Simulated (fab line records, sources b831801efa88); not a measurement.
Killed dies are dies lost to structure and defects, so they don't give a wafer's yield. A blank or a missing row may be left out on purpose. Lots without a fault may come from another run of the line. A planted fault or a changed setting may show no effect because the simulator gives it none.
fab line records | flow gf180mcu
record lots=5 wafers=15 last_day=34
route steps=602 shown M5@535 V5@540 TOP_METAL@567
lots that met no fault: from a run of the same line without faults
start_h: hours from the record's first day to the start of the lot's first wafer shown | wait_h: hours since the lot's step before | " the same as in the row above | L1.1+2: a row that stands for several wafers | - no value, or no start given | * or withheld: withheld | < > ~ a bound
route shown NAME@n: a module of which the file shows steps, and the number in the route of the first | usual: mean/standard deviation of fault-free wafers | same: alike in all rows | chamber/n: place in a boat | sites: the reading at each site | _std_site: their standard deviation | _edge_site: outer sites' mean less inner sites' | radius_mm: how far each site lies from the wafer's centre | mask NAME#n: copy n | behind: the tool/chamber that last shaped the wafer | hold: why the lot was held/for how many hours/how that ended | device: the transistor (n, p or np) that didn't switch | end of line: the same wafers' tests at the end of the route | a step without rows: its recipe alone | killed: dies lost to structure and defects at the first sort, not the wafer's yield | map: a wafer's dies, x killed, . not, _ none there
set.NAME: the setting as run; set.NAME@STEP: as run at that earlier step | model.NAME: the simulator's own value behind a step, which no gauge read
lots at some steps of the route; a table a step, a row a wafer
services: from which hour (start_h, from the record's first day; less than 0 if before it) a tool's chamber was out of use, for how many hours, and why
## steps
# step GF_M5_ETCH_09
# recipe chemistry=CF4/O2 target=Si3N4 target_depth_nm=52 source_w=800 bias_w=150 pressure_mtorr=150 cf4_flow_sccm=80 O2_flow_sccm=10 time_s=11.6
# usual drypump_motor_current_A=5.6/0.39 oes_product_au=0.999/0.01 throttle_valve_pct=5.969/0.009
# columns lot.wafer tool chamber start_h wait_h drypump_motor_current_A oes_product_au rf_hours_counter_h throttle_valve_pct
L076.1 rie_diel-04 1 623.69 0.0 5.8 1.000 8 5.967
L076.3 " 3 " " 5.1 1.004 2 5.972
L076.6 " 0 " " 5.4 1.009 - 5.979
L084.2 rie_diel-03 1 682.94 0.0 4.6 0.992 25 5.967
L084.3 " 0 " " 5.6 1.000 11 5.971
L084.6 " 2 " " 5.6 0.983 - 5.966
L086.4 rie_diel-04 3 709.53 0.0 5.1 1.015 5 5.956
L086.5 " 0 " " 5.5 0.998 - 5.968
L086.6 " 3 " " 5.1 1.022 - 5.960
L094.1 rie_diel-03 3 751.68 0.0 6.2 1.004 13 5.981
L094.2 " 0 " " 5.6 1.008 14 5.983
L094.5 " 0 " " 5.6 1.009 - 5.981
L097.1 rie_diel-04 3 764.49 0.0 5.1 1.015 8 5.989
L097.3 " 1 " " 5.9 0.996 14 5.972
L097.5 " 1 " " 5.9 0.985 - 5.969
# step GF_M5_METAL_ETCH_10
# recipe chemistry=Cl2/BCl3 mask_material=KrF target_depth_nm=627.5 stop_on=SiO2 pressure_mtorr=8 icp_w=800 bias_w=140 Cl2_flow_sccm=80 bcl3_flow_sccm=40 time_s=104.6
# usual drypump_motor_current_A=5.7/0.4 oes_product_au=0.973/0.006 throttle_valve_pct=28.248/0.01
# columns lot.wafer tool chamber start_h wait_h drypump_motor_current_A oes_product_au rf_hours_counter_h throttle_valve_pct
L076.1 rie_metal-02 0 623.71 0.0 6.0 0.975 3 28.254
L076.3 " 0 " " 5.9 0.975 - 28.251
L076.6 " 1 " " 4.9 0.961 - 28.262
L084.2 rie_metal-02 0 683.00 0.0 6.0 0.981 - 28.240
L084.3 " 0 " " 6.0 0.981 - 28.250
L084.6 " 0 " " 6.0 0.983 - 28.237
L086.4 rie_metal-01 1 709.59 0.0 5.5 0.979 - 28.260
L086.5 " 1 " " 5.5 0.970 - 28.243
L086.6 " 0 " " 6.1 0.975 - 28.249
L094.1 rie_metal-02 0 751.71 0.0 6.0 0.978 8 28.255
L094.2 " 1 " " 4.9 0.981 3 28.244
L094.5 " 0 " " 6.0 0.971 - 28.239
L097.1 rie_metal-01 0 764.51 0.0 6.1 0.971 7 28.247
L097.3 " 0 " " 6.1 0.983 - 28.258
L097.5 " 1 " " 5.5 0.966 - 28.245
# step GF_M5_STRIP_11
# recipe chemistry=O2/N2 power_w=1400 pressure_mtorr=1500 platen_temp_c=250 o2_flow_sccm=3000 n2_flow_sccm=300 overash_fraction=0.5
# usual drypump_motor_current_A=5.7/0.43 heater_power_w=360/30 oes_product_au=0.544/0.0046 strip_time_to_endpoint_s=7.53/0.044
# same overash_fraction=0.5
# columns lot.wafer tool chamber start_h wait_h drypump_motor_current_A heater_power_w oes_product_au rf_hours_counter_h strip_time_to_endpoint_s
L076.1 plasma_asher-03 1 623.83 0.1 6.0 409 0.541 55 7.42
L076.3 " 0 " " 6.1 336 0.546 - 7.46
L076.6 " 0 " " 6.1 340 0.541 - 7.50
L084.2 plasma_asher-03 1 683.19 0.1 5.9 408 0.550 61 7.52
L084.3 " 0 " " 6.2 342 0.543 - 7.50
L084.6 " 1 " " 5.9 411 0.543 - 7.54
L086.4 plasma_asher-02 1 709.70 0.1 5.6 316 0.541 - 7.57
L086.5 " 1 " " 5.6 331 0.550 - 7.63
L086.6 " 0 " " 5.9 368 0.551 - 7.47
L094.1 plasma_asher-04 1 751.82 0.1 5.8 375 0.548 31 7.52
L094.2 " 0 " " 4.9 340 0.544 31 7.51
L094.5 " 0 " " 4.9 328 0.547 - 7.51
L097.1 plasma_asher-04 1 764.62 0.1 5.8 385 0.538 33 7.49
L097.3 " 0 " " 4.9 339 0.543 - 7.54
L097.5 " 1 " " 5.8 380 0.546 - 7.57
# step GF_M5_STRIP_12
# recipe chemistry=post_etch_residue_remover time_s=1200 temp_c=72.5
# usual temp_c=72.51/0.097
# columns lot.wafer tool chamber start_h wait_h temp_c
L076.1 wet_bench-02 2 623.93 0.1 72.43
L076.3 " 2 " " 72.47
L076.6 " 2 " " 72.52
L084.2 wet_bench-04 0 683.29 0.1 72.57
L084.3 " 0 " " 72.69
L084.6 " 0 " " 72.69
L086.4 wet_bench-01 0 709.77 0.0 72.52
L086.5 " 0 " " 72.57
L086.6 " 0 " " 72.58
L094.1 wet_bench-04 1 751.92 0.1 72.42
L094.2 " 1 " " 72.42
L094.5 " 1 " " 72.41
L097.1 wet_bench-04 3 764.72 0.1 72.59
L097.3 " 3 " " 72.45
L097.5 " 3 " " 72.62
# step GF_M5_CLEAN_13
# recipe chemistry=DIW dry=n2_spin
# columns lot.wafer tool chamber start_h wait_h
L076.1+3+6 wet_bench-04 1 624.27 0.0
L084.2+3+6 wet_bench-02 3 683.66 0.0
L086.4+5+6 wet_bench-02 3 710.11 0.0
L094.1+2+5 wet_bench-01 1 752.26 0.0
L097.1+3+5 wet_bench-02 2 765.07 0.0
# step GF_V5_CVD_00
# recipe material=SiO2 target_thk_nm=300 sigma_open_frac=0.3 temp_c=400 time_s=50 sih4_flow_sccm=60 pressure_mtorr=6
# usual susceptor_temp_C=400.00/0.22
# columns lot.wafer tool chamber start_h wait_h susceptor_temp_C
L076.1 hdpcvd-01 0 624.37 0.0 399.99
L076.3 " 2 " " 400.33
L076.6 " 1 " " 399.99
L084.2 hdpcvd-01 0 683.75 0.0 399.89
L084.3 " 2 " " 399.98
L084.6 " 1 " " 400.02
L086.4 hdpcvd-02 1 710.23 0.0 400.04
L086.5 " 0 " " 400.14
L086.6 " 2 " " 400.27
L094.1 hdpcvd-01 1 752.35 0.0 400.26
L094.2 " 0 " " 400.28
L094.5 " 0 " " 400.05
L097.1 hdpcvd-01 0 765.16 0.0 400.17
L097.3 " 1 " " 400.23
L097.5 " 0 " " 400.39
# step GF_V5_THK_MEAS_01
# recipe reads=SiO2_of_V5_CVD_00
# usual V5_CVD_00_THK=298.4/2.5
# columns lot.wafer tool chamber start_h wait_h V5_CVD_00_THK[nm]
L076.1 film_metro-02 - 624.41 0.0 300.1
L076.3 " - " " 296.9
L076.6 " - " " 298.3
L084.2 film_metro-01 - 683.81 0.0 297.2
L084.3 " - " " 300.5
L084.6 " - " " 298.6
L086.4 film_metro-01 - 710.28 0.0 299.8
L086.5 " - " " 293.8
L086.6 " - " " 294.5
L094.1 film_metro-02 - 752.40 0.0 300.7
L094.2 " - " " 299.0
L094.5 " - " " 295.4
L097.1 film_metro-04 - 765.20 0.0 295.9
L097.3 " - " " 297.7
L097.5 " - " " 297.4
# step GF_V5_CVD_02
# recipe material=SiO2 target_thk_nm=1450 precursor=TEOS temp_c=400 time_s=163.28 rf_w=600
# usual heater_power_outer_w=350/73 heater_power_w=603/120 susceptor_temp_C=399.99/0.22
# columns lot.wafer tool chamber start_h wait_h heater_power_outer_w heater_power_w susceptor_temp_C
L076.1 pecvd-03 0 624.47 0.1 353 619 399.74
L076.3 " 2 " " 265 500 400.09
L076.6 " 1 " " 364 637 399.70
L084.2 pecvd-04 0 683.86 0.0 432 720 399.75
L084.3 " 2 " " 309 633 400.26
L084.6 " 2 " " 369 696 400.04
L086.4 pecvd-03 2 710.36 0.1 303 554 399.91
L086.5 " 0 " " 332 596 400.20
L086.6 " 2 " " 239 463 399.80
L094.1 pecvd-03 0 752.46 0.1 351 604 399.68
L094.2 " 1 " " 415 662 400.21
L094.5 " 1 " " 282 515 400.40
L097.1 pecvd-03 2 765.26 0.1 314 577 399.78
L097.3 " 1 " " 354 609 400.27
L097.5 " 0 " " 445 732 399.90
# step GF_V5_THK_MEAS_03
# recipe reads=SiO2_of_V5_CVD_02
# usual V5_CVD_02_THK=1445/19
# columns lot.wafer tool chamber start_h wait_h V5_CVD_02_THK[nm]
L076.1 film_metro-01 - 624.58 0.1 1444
L076.3 " - " " 1458
L076.6 " - " " 1452
L084.2 film_metro-02 - 683.97 0.1 1427
L084.3 " - " " 1424
L084.6 " - " " 1449
L086.4 film_metro-01 - 710.50 0.1 1468
L086.5 " - " " 1468
L086.6 " - " " 1468
L094.1 film_metro-01 - 752.56 0.1 1439
L094.2 " - " " 1422
L094.5 " - " " 1467
L097.1 film_metro-01 - 765.37 0.1 1458
L097.3 " - " " 1445
L097.5 " - " " 1470
# step GF_V5_CMP_04
# recipe material=SiO2 down_force_psi=4 platen_rpm=60 pad_velocity_m_s=0.94248
# usual head_pressure_psi=4.000/0.0086 motor_current_A=12.0/1.5 retaining_ring_pressure_frac=1.000/0.0046
# columns lot.wafer tool chamber start_h wait_h head_pressure_psi motor_current_A retaining_ring_pressure_frac
L076.1 cmp-02 2 624.64 0.1 3.999 12.0 1.000
L076.3 " 0 " " 4.006 10.4 1.006
L076.6 " 3 " " 3.996 15.2 1.003
L084.3 cmp-01 3 684.02 0.0 4.000 12.7 1.004
L084.2 " 2 " " 4.010 12.1 1.008
L084.6 " 0 " " 3.999 9.7 1.002
L086.4 cmp-01 1 710.53 0.0 4.008 11.7 0.997
L086.6 " 1 " " 4.003 11.6 1.000
L086.5 " 2 " " 3.993 10.7 0.998
L094.2 cmp-02 2 752.72 0.1 4.001 12.1 0.992
L094.1 " 3 " " 4.007 15.1 0.998
L094.5 " 0 " " 3.995 10.1 0.998
L097.1 cmp-01 0 765.43 0.1 3.998 10.5 0.993
L097.3 " 3 " " 3.990 12.6 0.997
L097.5 " 1 " " 4.004 12.1 0.998
# step GF_V5_BOW_MEAS_05
# recipe mode=bow
# usual V5_BOW=132/9.9
# columns lot.wafer tool chamber start_h wait_h V5_BOW[um]
L076.1 film_metro-02 - 624.94 0.2 130
L076.3 " - " " 131
L076.6 " - " " 136
L084.2 film_metro-04 - 684.34 0.1 117
L084.3 " - " " 130
L084.6 " - " " 117
L086.4 film_metro-04 - 710.89 0.3 141
L086.5 " - " " 142
L086.6 " - " " 143
L094.1 film_metro-01 - 752.92 0.1 122
L094.2 " - " " 113
L094.5 " - " " 125
L097.1 film_metro-01 - 765.73 0.2 120
L097.3 " - " " 111
L097.5 " - " " 120
# step GF_V5_DEHYDRATE_06
# recipe temp_c=200 time_s=60
# columns lot.wafer tool chamber start_h wait_h
L076.1+3+6 litho_track-03 0 634.77 9.8
L084.2+3+6 litho_track-04 0 693.48 9.1
L086.4+5+6 litho_track-04 0 720.13 9.2
L094.1+2+5 litho_track-01 0 760.18 7.2
L097.1+3+5 litho_track-01 0 773.68 7.9
# step GF_V5_HMDS_07
# recipe prime_time_s=60 prime_temp_c=120
# columns lot.wafer tool chamber start_h wait_h
L076.1+3+6 litho_track-03 0 634.92 0.1
L084.2+3+6 litho_track-04 0 693.63 0.1
L086.4+5+6 litho_track-04 0 720.28 0.1
L094.1+2+5 litho_track-01 0 760.33 0.1
L097.1+3+5 litho_track-01 0 773.83 0.1
# step GF_V5_COAT_08
# recipe resist=BARC temp_c=withheld time_s=withheld spin_rpm=withheld resist_thk_nm=withheld
# columns lot.wafer tool chamber start_h wait_h
L076.1+3+6 litho_track-03 0 635.07 0.1
L084.2+3+6 litho_track-04 0 693.78 0.1
L086.4+5+6 litho_track-04 0 720.43 0.1
L094.1+2+5 litho_track-01 0 760.48 0.1
L097.1+3+5 litho_track-01 0 773.98 0.1
# step GF_V5_COAT_09
# recipe resist=KrF spin_rpm=withheld resist_thk_nm=1000
# columns lot.wafer tool chamber start_h wait_h
L076.1+3+6 litho_track-03 0 - -
L084.2+3+6 litho_track-04 0 - -
L086.4+5+6 litho_track-04 0 - -
L094.1+2+5 litho_track-01 0 - -
L097.1+3+5 litho_track-01 0 - -
# step GF_V5_SOFTBAKE_10
# recipe temp_c=130 time_s=60 resist=KrF
# columns lot.wafer tool chamber start_h wait_h
L076.1+3+6 litho_track-03 0 - -
L084.2+3+6 litho_track-04 0 - -
L086.4+5+6 litho_track-04 0 - -
L094.1+2+5 litho_track-01 0 - -
L097.1+3+5 litho_track-01 0 - -
# step GF_V5_EXPOSE_11
# recipe mask_id=Via5 target_cd_nm=260 na=0.68 source_shape=conventional sigma_outer=0.6 dose_mj=38
# same na=0.68
# columns lot.wafer tool chamber start_h wait_h mask
L076.1+3+6 krf_scanner-02 0 - - Via5#0
L084.2+3+6 krf_scanner-02 0 - - Via5#0
L086.4+5+6 krf_scanner-02 0 - - Via5#0
L094.1+2+5 krf_scanner-02 0 - - Via5#0
L097.1+3+5 krf_scanner-02 0 - - Via5#0
# step GF_V5_PEB_12
# recipe peb_temp_c=135 peb_time_s=90 resist=KrF
# columns lot.wafer tool chamber start_h wait_h
L076.1+3+6 litho_track-03 0 - -
L084.2+3+6 litho_track-04 0 - -
L086.4+5+6 litho_track-01 0 - -
L094.1+2+5 litho_track-01 0 - -
L097.1+3+5 litho_track-01 0 - -
# step GF_V5_DEVELOP_13
# recipe develop_time_s=60 resist=KrF dev_temp_c=21
# usual developer_temp_C=21.03/0.11
# columns lot.wafer tool chamber start_h wait_h developer_temp_C
L076.1 litho_track-03 0 645.32 0.2 21.18
L076.3 " 0 " " 21.23
L076.6 " 0 " " 21.19
L084.2 litho_track-04 0 702.33 0.2 21.11
L084.3 " 0 " " 21.04
L084.6 " 0 " " 21.08
L086.4 litho_track-01 0 728.91 0.1 21.15
L086.5 " 0 " " 20.97
L086.6 " 0 " " 21.09
L094.1 litho_track-01 0 768.58 0.2 20.97
L094.2 " 0 " " 21.01
L094.5 " 0 " " 20.98
L097.1 litho_track-01 0 781.28 0.2 20.93
L097.3 " 0 " " 20.95
L097.5 " 0 " " 21.04
# step GF_V5_CD_MEAS_14
# recipe target_cd_nm=260
# usual cd_nm=259.7/1.5
# columns lot.wafer tool chamber start_h wait_h cd_nm
L076.1 cd_sem-02 - 645.47 0.1 258.3
L076.3 " - " " 259.0
L076.6 " - " " 257.3
L084.2 cd_sem-02 - 702.47 0.1 259.4
L084.3 " - " " 258.2
L084.6 " - " " 258.7
L086.4 cd_sem-01 - 729.05 0.1 259.0
L086.5 " - " " 259.0
L086.6 " - " " 259.4
L094.1 cd_sem-01 - 768.73 0.1 259.9
L094.2 " - " " 260.1
L094.5 " - " " 261.6
L097.1 cd_sem-02 - 781.43 0.1 259.4
L097.3 " - " " 258.8
L097.5 " - " " 259.7
# step GF_V5_OVL_MEAS_15
# usual V5_OVL=0/5.6
# columns lot.wafer tool chamber start_h wait_h V5_OVL[nm]
L076.1 overlay-01 - 645.59 0.1 1
L076.3 " - " " 1
L076.6 " - " " -13
L084.2 overlay-01 - 702.58 0.1 -7
L084.3 " - " " 5
L084.6 " - " " -3
L086.4 overlay-01 - 729.13 0.1 1
L086.5 " - " " -4
L086.6 " - " " -11
L094.1 overlay-02 - 768.85 0.1 10
L094.2 " - " " 3
L094.5 " - " " 6
L097.1 overlay-01 - 781.55 0.1 -3
L097.3 " - " " -3
L097.5 " - " " -5
# step GF_V5_ETCH_16
# recipe chemistry=N2/H2 target_depth_a=withheld overetch_a=withheld time_s=withheld target=BARC ion_energy_ev=200 source_w=500 bias_w=100 pressure_mtorr=30 n2_flow_sccm=100 h2_flow_sccm=200
# usual drypump_motor_current_A=5.6/0.42 oes_product_au=0.855/0.0046 throttle_valve_pct=13.226/0.0088
# columns lot.wafer tool chamber start_h wait_h drypump_motor_current_A oes_product_au throttle_valve_pct
L076.1 rie_diel-03 1 645.63 0.0 4.6 0.862 13.248
L076.3 " 3 " " 6.2 0.862 13.231
L076.6 " 0 " " 5.6 0.850 13.223
L084.2 rie_diel-02 0 702.61 0.0 5.7 0.858 13.244
L084.3 " 3 " " 5.7 0.857 13.220
L084.6 " 0 " " 5.7 0.856 13.218
L086.4 rie_diel-02 3 729.17 0.0 5.7 0.852 13.241
L086.5 " 2 " " 5.8 0.848 13.217
L086.6 " 1 " " 6.0 0.854 13.221
L094.1 rie_diel-03 1 768.89 0.0 4.6 0.852 13.213
L094.2 " 0 " " 5.6 0.861 13.216
L094.5 " 2 " " 5.6 0.858 13.222
L097.1 rie_diel-02 0 781.59 0.0 5.7 0.863 13.232
L097.3 " 2 " " 5.7 0.852 13.230
L097.5 " 2 " " 5.7 0.853 13.226
# step GF_V5_ETCH_17
# recipe chemistry=C4F8/O2/Ar mask_material=KrF target=SiO2 stop_on=TiN source_w=1500 bias_w=1200 pressure_mtorr=40 c4f8_flow_sccm=withheld O2_flow_sccm=6 Ar_flow_sccm=300 time_s=withheld target_depth_a=8550
# usual oes_product_au=0.859/0.0047
# columns lot.wafer tool chamber start_h wait_h oes_product_au
L076.1 rie_diel-03 1 - - 0.855
L076.3 " 3 " " 0.865
L076.6 " 0 " " 0.857
L084.2 rie_diel-02 0 - - 0.866
L084.3 " 3 " " 0.859
L084.6 " 0 " " 0.850
L086.4 rie_diel-02 3 - - 0.862
L086.5 " 2 " " 0.861
L086.6 " 1 " " 0.864
L094.1 rie_diel-03 1 - - 0.865
L094.2 " 0 " " 0.862
L094.5 " 2 " " 0.854
L097.1 rie_diel-02 0 - - 0.866
L097.3 " 2 " " 0.854
L097.5 " 2 " " 0.857
# step GF_V5_STRIP_18
# recipe chemistry=O2/N2 power_w=1400 pressure_mtorr=1500 platen_temp_c=250 o2_flow_sccm=3000 n2_flow_sccm=300 overash_fraction=0.5
# usual drypump_motor_current_A=5.6/0.32 heater_power_w=351/26 oes_product_au=0.570/0.0051
# same overash_fraction=0.5
# columns lot.wafer tool chamber start_h wait_h drypump_motor_current_A heater_power_w oes_product_au rf_hours_counter_h
L076.1 plasma_asher-01 1 645.78 - 5.6 382 0.575 105
L076.3 " 0 " " 5.8 308 0.567 -
L076.6 " 0 " " 5.8 316 0.572 -
L084.2 plasma_asher-02 0 702.76 - 6.0 356 0.577 89
L084.3 " 0 " " 6.0 371 0.573 -
L084.6 " 1 " " 5.6 329 0.566 -
L086.4 plasma_asher-02 0 729.33 - 6.0 359 0.569 -
L086.5 " 0 " " 6.0 358 0.567 -
L086.6 " 1 " " 5.6 333 0.568 -
L094.1 plasma_asher-02 0 769.04 - 5.9 356 0.573 97
L094.2 " 1 " " 5.6 333 0.572 97
L094.5 " 1 " " 5.6 326 0.570 -
L097.1 plasma_asher-02 0 781.74 - 5.9 366 0.563 99
L097.3 " 0 " " 6.0 370 0.567 -
L097.5 " 0 " " 5.9 371 0.565 -
# step GF_V5_STRIP_19
# recipe chemistry=post_etch_residue_remover time_s=1200 temp_c=72.5
# usual temp_c=72.53/0.13
# columns lot.wafer tool chamber start_h wait_h temp_c
L076.1 wet_bench-03 3 645.88 0.1 72.40
L076.3 " 3 " " 72.36
L076.6 " 3 " " 72.25
L084.2 wet_bench-02 0 702.86 0.1 72.33
L084.3 " 0 " " 72.47
L084.6 " 0 " " 72.42
L086.4 wet_bench-03 0 729.40 0.0 72.54
L086.5 " 0 " " 72.49
L086.6 " 0 " " 72.50
L094.1 wet_bench-03 0 769.14 0.1 72.62
L094.2 " 0 " " 72.59
L094.5 " 0 " " 72.83
L097.1 wet_bench-04 1 781.84 0.1 72.45
L097.3 " 1 " " 72.55
L097.5 " 1 " " 72.71
# step GF_V5_CLEAN_20
# recipe chemistry=DIW dry=n2_spin
# columns lot.wafer tool chamber start_h wait_h
L076.1+3+6 wet_bench-02 1 646.22 0.0
L084.2+3+6 wet_bench-04 1 703.23 0.0
L086.4+5+6 wet_bench-03 1 729.74 0.0
L094.1+2+5 wet_bench-04 3 769.51 0.0
L097.1+3+5 wet_bench-02 0 782.18 0.0
# step GF_V5_SPUTTER_21
# recipe material=Ti target_thk_nm=15 chamber_pressure_pa=5 power_w=2500 substrate_temp_c=200 time_s=80.02
# usual throttle_valve_pct=29.6/1.2
# columns lot.wafer tool chamber start_h wait_h throttle_valve_pct
L076.1 pvd_sputter-03 - 646.32 0.0 29.7
L076.3 " - " " 30.0
L076.6 " - " " 30.2
L084.2 pvd_sputter-03 - 703.33 0.0 30.1
L084.3 " - " " 30.0
L084.6 " - " " 29.9
L086.4 pvd_sputter-04 - 729.83 0.0 30.0
L086.5 " - " " 29.6
L086.6 " - " " 28.6
L094.1 pvd_sputter-03 - 769.61 0.0 28.3
L094.2 " - " " 30.3
L094.5 " - " " 28.2
L097.1 pvd_sputter-01 - 782.37 0.0 31.2
L097.3 " - " " 30.2
L097.5 " - " " 28.6
# step GF_V5_SPUTTER_22
# recipe material=TiN target_thk_nm=10 chamber_pressure_pa=5 power_w=4000 time_s=40
# usual throttle_valve_pct=29.6/1.2
# columns lot.wafer tool chamber start_h wait_h throttle_valve_pct
L076.1 pvd_sputter-03 - 646.38 0.0 29.7
L076.3 " - " " 30.4
L076.6 " - " " 30.0
L084.2 pvd_sputter-03 - 703.39 0.0 30.2
L084.3 " - " " 30.2
L084.6 " - " " 29.8
L086.4 pvd_sputter-04 - 729.90 0.0 29.6
L086.5 " - " " 29.7
L086.6 " - " " 28.5
L094.1 pvd_sputter-03 - 769.67 0.0 28.1
L094.2 " - " " 30.5
L094.5 " - " " 28.3
L097.1 pvd_sputter-01 - 782.43 0.0 31.4
L097.3 " - " " 30.3
L097.5 " - " " 28.6
# step GF_V5_CVD_23
# recipe material=W target_thk_nm=350 time_s=104.9 temp_c=400 pressure_torr=40
# usual heater_power_outer_w=500/55 heater_power_w=793/83 susceptor_temp_C=400.01/0.23
# columns lot.wafer tool chamber start_h wait_h heater_power_outer_w heater_power_w susceptor_temp_C
L076.1 cvd_w-02 0 646.42 0.0 484 798 400.27
L076.3 " 1 " " 416 672 399.98
L076.6 " 0 " " 492 815 399.86
L084.2 cvd_w-02 0 703.43 0.0 500 800 399.74
L084.3 " 1 " " 412 669 399.71
L084.6 " 0 " " 489 800 400.23
L086.4 cvd_w-01 0 729.97 0.1 570 906 400.06
L086.5 " 1 " " 520 792 400.27
L086.6 " 0 " " 567 901 399.83
L094.1 cvd_w-01 0 769.71 0.0 556 888 399.91
L094.2 " 1 " " 511 792 400.09
L094.5 " 0 " " 579 906 399.96
L097.1 cvd_w-01 0 782.47 0.0 576 914 399.76
L097.3 " 1 " " 521 774 399.90
L097.5 " 1 " " 519 767 399.78
# step GF_V5_RS_MEAS_24
# recipe thk_meas_gauge=four-point-probe reads=W_of_V5_CVD_23+TiN_of_V5_SPUTTER_22+Ti_of_V5_SPUTTER_21
# usual V5_W_RS=0.330/0.0032
# columns lot.wafer tool chamber start_h wait_h V5_W_RS[ohm/sq]
L076.1 film_metro-01 - 646.53 0.1 0.329
L076.3 " - " " 0.331
L076.6 " - " " 0.328
L084.2 film_metro-01 - 703.56 0.1 0.325
L084.3 " - " " 0.330
L084.6 " - " " 0.327
L086.4 film_metro-02 - 730.11 0.1 0.324
L086.5 " - " " 0.328
L086.6 " - " " 0.327
L094.1 film_metro-04 - 769.82 0.1 0.329
L094.2 " - " " 0.327
L094.5 " - " " 0.326
L097.1 film_metro-01 - 782.58 0.1 0.330
L097.3 " - " " 0.330
L097.5 " - " " 0.328
# step GF_V5_THK_MEAS_25
# recipe thk_meas_gauge=xrf reads=W_of_V5_CVD_23
# usual V5_W_THK=354/6.2
# columns lot.wafer tool chamber start_h wait_h V5_W_THK[nm]
L076.1 film_metro-01 - 646.65 0.1 353
L076.3 " - " " 350
L076.6 " - " " 352
L084.2 film_metro-01 - 703.67 0.1 361
L084.3 " - " " 358
L084.6 " - " " 356
L086.4 film_metro-02 - 730.20 0.1 356
L086.5 " - " " 352
L086.6 " - " " 351
L094.1 film_metro-04 - 769.94 0.1 359
L094.2 " - " " 359
L094.5 " - " " 362
L097.1 film_metro-01 - 782.70 0.1 357
L097.3 " - " " 354
L097.5 " - " " 361
# step GF_V5_CMP_26
# recipe stop_on=SiO2 down_force_psi=3.5 platen_rpm=60 t_overpolish_s=15 target_thk_nm=0 pad_velocity_m_s=0.94248
# usual head_pressure_psi=3.500/0.0082 motor_current_A=11.0/1.2 overpolish_run_s=15.001/0.0085 retaining_ring_pressure_frac=0.999/0.0051 time_to_endpoint_s=83/3.9
# columns lot.wafer tool chamber start_h wait_h head_pressure_psi motor_current_A overpolish_run_s retaining_ring_pressure_frac time_to_endpoint_s
L076.1 cmp-01 0 646.71 0.1 3.502 10.4 15.000 0.991 84
L076.3 " 3 " " 3.496 11.4 14.998 1.006 89
L076.6 " 1 " " 3.511 10.7 15.001 0.992 87
L084.2 cmp-01 0 703.83 0.1 3.494 9.7 15.001 0.996 83
L084.3 " 1 " " 3.503 11.3 14.995 1.005 86
L084.6 " 3 " " 3.499 11.5 15.016 1.004 90
L086.4 cmp-01 3 730.28 0.1 3.494 11.5 15.001 0.992 89
L086.6 " 2 " " 3.506 10.0 15.015 0.994 82
L086.5 " 3 " " 3.516 11.3 14.996 1.001 88
L094.1 cmp-01 1 770.00 0.1 3.500 10.9 14.996 1.000 84
L094.2 " 3 " " 3.504 12.3 14.988 1.002 87
L094.5 " 2 " " 3.500 10.6 15.005 1.001 84
L097.1 cmp-02 2 782.79 0.1 3.497 10.4 15.015 0.995 80
L097.3 " 0 " " 3.506 9.4 14.998 1.003 78
L097.5 " 2 " " 3.490 10.2 14.996 0.989 82
# step GF_TOP_METAL_SPUTTER_00
# recipe material=Ti target_thk_nm=37.5 arriving_ion_energy_ev=80 substrate_temp_c=200 chamber_pressure_pa=2 power_w=4000 time_s=150
# usual throttle_valve_pct=29.3/1.3
# columns lot.wafer tool chamber start_h wait_h throttle_valve_pct
L076.1 pvd_sputter-02 - 647.01 0.2 29.7
L076.3 " - " " 28.5
L076.6 " - " " 29.7
L084.2 pvd_sputter-02 - 704.03 0.1 28.6
L084.3 " - " " 28.3
L084.6 " - " " 28.2
L086.4 pvd_sputter-02 - 730.53 0.2 28.4
L086.5 " - " " 28.4
L086.6 " - " " 29.7
L094.1 pvd_sputter-01 - 770.30 0.2 30.4
L094.2 " - " " 27.3
L094.5 " - " " 27.7
L097.1 pvd_sputter-04 - 783.09 0.2 32.3
L097.3 " - " " 29.7
L097.5 " - " " 28.4
# step GF_TOP_METAL_SPUTTER_01
# recipe material=TiN target_thk_nm=30 power_w=6500 time_s=25 chamber_pressure_pa=0.4
# usual throttle_valve_pct=29.3/1.3
# columns lot.wafer tool chamber start_h wait_h throttle_valve_pct
L076.1 pvd_sputter-02 - 647.11 0.1 30.0
L076.3 " - " " 28.5
L076.6 " - " " 29.7
L084.2 pvd_sputter-02 - 704.13 0.1 28.2
L084.3 " - " " 28.6
L084.6 " - " " 28.3
L086.4 pvd_sputter-02 - 730.63 0.1 28.4
L086.5 " - " " 28.5
L086.6 " - " " 29.7
L094.1 pvd_sputter-01 - 770.40 0.1 30.4
L094.2 " - " " 27.2
L094.5 " - " " 27.8
L097.1 pvd_sputter-04 - 783.19 0.1 31.9
L097.3 " - " " 29.4
L097.5 " - " " 28.6
# step GF_TOP_METAL_SPUTTER_02
# recipe material=AlCu target_thk_nm=900 power_w=10600 chamber_pressure_pa=0.3 substrate_temp_c=250 gas=Ar time_s=47.82
# usual throttle_valve_pct=29.3/1.3
# columns lot.wafer tool chamber start_h wait_h throttle_valve_pct
L076.1 pvd_sputter-02 - 647.14 0.0 29.8
L076.3 " - " " 28.5
L076.6 " - " " 29.5
L084.2 pvd_sputter-02 - 704.16 0.0 28.1
L084.3 " - " " 28.3
L084.6 " - " " 28.2
L086.4 pvd_sputter-02 - 730.66 0.0 28.7
L086.5 " - " " 28.0
L086.6 " - " " 29.8
L094.1 pvd_sputter-01 - 770.43 0.0 30.0
L094.2 " - " " 27.3
L094.5 " - " " 27.3
L097.1 pvd_sputter-04 - 783.22 0.0 32.2
L097.3 " - " " 29.6
L097.5 " - " " 28.4
## services
# columns tool chamber start_h hours kind
krf_scanner-02 - 603.86 1.0 pm
pvd_sputter-03 - 605.81 12.8 repair
rie_diel-03 2 606.76 7.3 repair
krf_scanner-02 - 607.86 0.2 repair
pvd_sputter-04 - 615.78 2.1 repair
krf_scanner-02 - 629.58 4.0 pm
krf_scanner-02 - 633.60 1.3 pm
pvd_sputter-04 - 645.37 5.0 repair
krf_scanner-02 - 649.13 4.0 repair
cmp-01 - 651.35 3.4 pm
wet_bench-02 - 657.54 0.9 repair
wet_bench-02 - 659.10 2.0 repair
rie_diel-02 0 660.76 11.2 repair
cmp-01 - 673.11 0.6 repair
rie_diel-02 1 688.02 16.8 repair
krf_scanner-02 - 712.79 3.6 pm
krf_scanner-02 - 717.10 0.8 pm
pvd_sputter-01 - 723.15 1.0 repair
wet_bench-02 - 729.08 1.1 repair
pvd_sputter-02 - 741.88 12.1 repair
pvd_sputter-03 - 753.73 1.7 repair
rie_diel-02 3 756.18 3.7 repair
rie_diel-02 - 769.38 0.2 repair
cmp-01 - 780.80 5.3 repair
## key
fault none
